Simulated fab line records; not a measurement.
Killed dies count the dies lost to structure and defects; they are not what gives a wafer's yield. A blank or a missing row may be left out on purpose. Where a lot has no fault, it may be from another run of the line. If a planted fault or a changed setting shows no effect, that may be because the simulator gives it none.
A struck lot beside a sound one | flow sfqLine | 42 steps out of a route of 325
Sound: wafers L464.1, L464.5, L464.6. Wafers L450.2, L450.4, L450.6 were the ones struck. The cause is named last.
At each step with rows: each side's tool, then ch and its chambers, then its first start. Under that, the readings that differ: sound wafers | struck wafers | difference of the means | sigmas: that difference in standard deviations of wafers without a fault.
alike: same words and numbers on both sides, and readings whose means sit less than 2 such deviations apart. not compared: any withheld reading, any reading some wafer has no value for, any bound like >300 that may hide the same value, and any number with overlapping values for which the record gives no deviation.
A row with sigmas, a row that says differs or no value, or rows on one side alone: a step with any of these is where the two part. Non-overlapping numbers with no deviation appear without sigmas and do not part them. A reading that every wafer of one side lacks parts them only if that side has two wafers or more.

first, 6 steps without rows for these wafers: SFQ_TRILAYER_M4_LITHO_COAT_098 (resist thk 62 nm); SFQ_TRILAYER_M4_LITHO_COAT_093 (resist thk 600 nm); SFQ_TRILAYER_M4_LITHO_SOFTBAKE_097; SFQ_TRILAYER_M4_LITHO_EXPOSE_094 (exposes mask M4, target cd 500 nm); SFQ_TRILAYER_M4_LITHO_PEB_096 (peb time 60 s); SFQ_TRILAYER_M4_LITHO_DEVELOP_095 (time 60 s).
SFQ_M4_OVL_MEAS_926:
  sound on overlay-02 at day 63 22:55; struck on overlay-02 at day 60 13:37
  alike: M4_OVL
SFQ_TRILAYER_M4_BARC_OPEN_METAL_ETCH_123: etches BARC in O2, target depth 125 nm, time 41.7 s.
  sound on rieMetal-04 ch 0,1, day 63 22:58; struck on rieMetal-01 ch 0,1, day 60 13:38
  alike: drypumpMotorCurrentA, oesProductAu, rfFwdPowerW
  not compared: rfHoursCounterH
SFQ_TRILAYER_M4_ETCH_METAL_ETCH_096: etches Nb in Cl2/Ar, stops on SiO2, target depth 240 nm, time 120 s.
  sound on rieMetal-04 ch 0,1, day 63 23:01; struck on rieMetal-01 ch 0,1, day 60 13:42
  alike: drypumpMotorCurrentA, oesProductAu, rfFwdPowerW
  not compared: rfHoursCounterH
then, 3 steps without rows for these wafers: SFQ_TRILAYER_M4_STRIP_STRIP_097 (strips in O2); SFQ_TRILAYER_M4_STRIP_SOLV_CLEAN_098 (cleans in NMP, time 600 s); SFQ_TRILAYER_I4_DEP_PECVD_099 (deposits SiO2 from SiH4/N2O, time 111.11 s, target thk 500 nm).
SFQ_TRILAYER_I4_CMP_CMP_100: polishes SiO2.
  sound on cmp-01 ch 0,2,3, day 64 03:19; struck on cmp-01 ch 0,3, day 60 14:40
reading                                            | sound             | struck            | difference | sigmas
model.SiO2_of_TRILAYER_I4_DEP_PECVD_099.thkNm (nm) | 199.3 201.3 200.4 | 221.4 219.5 221.5 | +20.5      | 
  alike: motorCurrentA, timeToEndpointS
SFQ_I4_BOW_MEAS_927:
  sound on filmMetro-03 at day 64 04:49; struck on filmMetro-02 at day 60 17:41
  alike: I4_BOW
SFQ_TRILAYER_I4_METRO_MEASURE_101:
  sound on filmMetro-03 at day 64 04:56; struck on filmMetro-02 at day 60 17:59
reading    | sound             | struck            | difference | sigmas
thkNm (nm) | 199.1 201.3 200.4 | 221.4 219.7 221.4 | +20.6      | +19
then, 6 steps without rows for these wafers: SFQ_TRILAYER_I4_VIA_LITHO_COAT_108 (resist thk 62 nm); SFQ_TRILAYER_I4_VIA_LITHO_COAT_103 (resist thk 650 nm); SFQ_TRILAYER_I4_VIA_LITHO_SOFTBAKE_107; SFQ_TRILAYER_I4_VIA_LITHO_EXPOSE_104 (exposes mask I4, target cd 700 nm); SFQ_TRILAYER_I4_VIA_LITHO_PEB_106 (peb time 60 s); SFQ_TRILAYER_I4_VIA_LITHO_DEVELOP_105 (time 60 s).
SFQ_I4_OVL_MEAS_928:
  sound on overlay-01 at day 67 14:39; struck on overlay-02 at day 61 00:26
  alike: I4_OVL
SFQ_TRILAYER_I4_VIA_BARC_OPEN_VIA_ETCH_146: etches BARC in O2, target depth 125 nm, time 41.7 s.
  sound on rieDiel-04 ch 0,1,2, day 67 14:41; struck on rieDiel-02 ch 1,2,3, day 61 00:28
  alike: drypumpMotorCurrentA, oesProductAu, rfFwdPowerW
  not compared: rfHoursCounterH
SFQ_TRILAYER_I4_VIA_ETCH_VIA_ETCH_106: etches SiO2 in CHF3, stops on Nb, target depth 260 nm.
  sound on rieDiel-04 ch 0,1,2, day 67 14:43; struck on rieDiel-02 ch 1,2,3, day 61 00:30
reading                      | sound             | struck            | difference | sigmas
oesProductAu (a.u.)          | 0.861 0.862 0.859 | 0.912 0.905 0.904 | +0.046     | +9
model.I4.featureDepthNm (nm) | 199.3 201.3 200.4 | 221.4 219.5 221.5 | +20.5      | 
model.etch.depthNm (nm)      | 199.3 201.3 200.4 | 221.4 219.5 221.5 | +20.5      | 
  alike: drypumpMotorCurrentA, rfFwdPowerW
then, 3 steps without rows for these wafers: SFQ_TRILAYER_I4_VIA_STRIP_STRIP_107 (strips in O2); SFQ_TRILAYER_I4_VIA_STRIP_SOLV_CLEAN_108 (cleans in NMP, time 600 s); SFQ_TRILAYER_JJ_TRILAYER_DEP_PRE_CLEAN_113 (time 22.5 s).
SFQ_TRILAYER_JJ_TRILAYER_DEP_SPUTTER_109: material Nb, target thk 150 nm, time 100 s.
  sound on pvdSputter-03 at day 67 15:38; struck on pvdSputter-04 at day 61 01:25
  alike: throttleValvePct
then, 3 steps without rows for these wafers: SFQ_TRILAYER_JJ_TRILAYER_DEP_SPUTTER_110 (material Al, target thk 8 nm, time 10 s); SFQ_TRILAYER_JJ_TRILAYER_DEP_AL_OXIDATION_111 (oxidation time 600 s); SFQ_TRILAYER_JJ_TRILAYER_DEP_SPUTTER_112 (material Nb, target thk 170 nm, time 113.3 s).
SFQ_JJ_RS_MEAS_929: a four-point-probe measurement.
  sound on filmMetro-01 at day 67 16:49; struck on filmMetro-01 at day 61 02:37
  alike: JJ_NB_RS
then, 6 steps without rows for these wafers: SFQ_TRILAYER_JJ_CE_LITHO_COAT_119 (resist thk 62 nm); SFQ_TRILAYER_JJ_CE_LITHO_COAT_114 (resist thk 600 nm); SFQ_TRILAYER_JJ_CE_LITHO_SOFTBAKE_118; SFQ_TRILAYER_JJ_CE_LITHO_EXPOSE_115 (exposes mask J5, target cd 700 nm); SFQ_TRILAYER_JJ_CE_LITHO_PEB_117 (peb time 60 s); SFQ_TRILAYER_JJ_CE_LITHO_DEVELOP_116 (time 60 s).
-- the record jumps here: 4 days lie between the struck wafers' starts before and after --
SFQ_JJ_OVL_MEAS_931:
  sound on overlay-01 at day 67 23:17; struck on overlay-01 at day 65 11:03
  alike: J5_OVL
SFQ_TRILAYER_JJ_CE_METRO_MEASURE_117:
  sound on cdSem-02 at day 67 23:20; struck on cdSem-02 at day 65 11:17
reading   | sound             | struck            | difference | sigmas
cdNm (nm) | 698.0 699.1 698.4 | 700.3 701.5 701.0 | +2.4       | +2
then, 1 step without rows for these wafers: SFQ_TRILAYER_JJ_CE_BARC_OPEN_RIE_150 (chemistry O2, target BARC, target depth 240 nm, time 80 s).
-- the record jumps here: 4 days lie between the struck wafers' starts before and after --
SFQ_TRILAYER_M5_ETCH_METAL_ETCH_126: etches Nb in Cl2/BCl3, stops on SiO2, time 203.2 s, target depth 265 nm.
  sound on rieMetal-02 ch 0,1, day 72 00:40; struck on rieMetal-02 ch 0,1, day 69 00:53
reading                                            | sound             | struck            | difference | sigmas
model.SiO2_of_TRILAYER_I4_DEP_PECVD_099.thkNm (nm) | 179.4 181.4 180.5 | 201.3 199.4 201.5 | +20.3      | 
  alike: drypumpMotorCurrentA, oesProductAu, rfFwdPowerW
  not compared: rfHoursCounterH

## WHERE THEY PART
First at SFQ_TRILAYER_I4_METRO_MEASURE_101; last, within this record, at SFQ_TRILAYER_JJ_CE_METRO_MEASURE_117. Later steps at which nothing parts them and some readings are alike: SFQ_TRILAYER_M5_ETCH_METAL_ETCH_126.

WHY: whatever the simulator had introduced
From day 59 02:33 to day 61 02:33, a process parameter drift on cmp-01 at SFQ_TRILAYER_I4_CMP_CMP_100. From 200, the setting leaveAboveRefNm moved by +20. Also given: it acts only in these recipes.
